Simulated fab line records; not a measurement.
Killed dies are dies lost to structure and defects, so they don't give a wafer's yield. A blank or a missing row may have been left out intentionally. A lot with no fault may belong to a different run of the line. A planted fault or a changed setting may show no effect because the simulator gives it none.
Chamber matching | flow gf180mcu | 4 sister chambers for GF_V5_ETCH_16 on rie_diel-01
The step etches BARC in N2/H2. 4 wafers are shown with their chamber, then 7 later ones without.

## WAFERS, EACH WITH ITS CHAMBER
wafer  | chamber | drypump_motor_current_A (A)
L689.2 | 3       | 5.82
L689.3 | 2       | 5.87
L695.1 | 1       | 5.87
L695.3 | 0       | 5.53

## WAFERS WHOSE CHAMBER IS MISSING
wafer  | drypump_motor_current_A (A)
L695.6 | 5.93
L700.1 | 5.86
L700.2 | 5.88
L700.6 | 5.82
L701.1 | 5.90
L701.3 | 5.54
L701.6 | 5.89

## CHAMBER TAKEN BY EACH
wafer  | from the rows above          | in truth
L695.6 | can't be placed: 1 or 2 or 3 | 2
L700.1 | can't be placed: 1 or 2 or 3 | 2
L700.2 | can't be placed: 1 or 2 or 3 | 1
L700.6 | can't be placed: 3 or 1 or 2 | 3
L701.1 | can't be placed: 1 or 2 or 3 | 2
L701.3 | 0                            | 0
L701.6 | can't be placed: 1 or 2 or 3 | 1
Correct placement for 1 of the 7. These rows do not allow placing 6 (true chamber among the candidates in 6). 0 placed wrongly.
How it was worked out, from the rows above alone: a wafer's distance from a chamber is the root of the sum, over the readings, of the square of ((its reading less the chamber's mean) divided by the reading's scatter). The wafer belongs to the nearest chamber; if the next one is less than 2 further off, it can't be placed. A chamber's mean is the mean of its shown wafers. The scatter: with one shown wafer a chamber, the root of the mean of the squares of how far each hidden wafer lies from its nearest shown one.
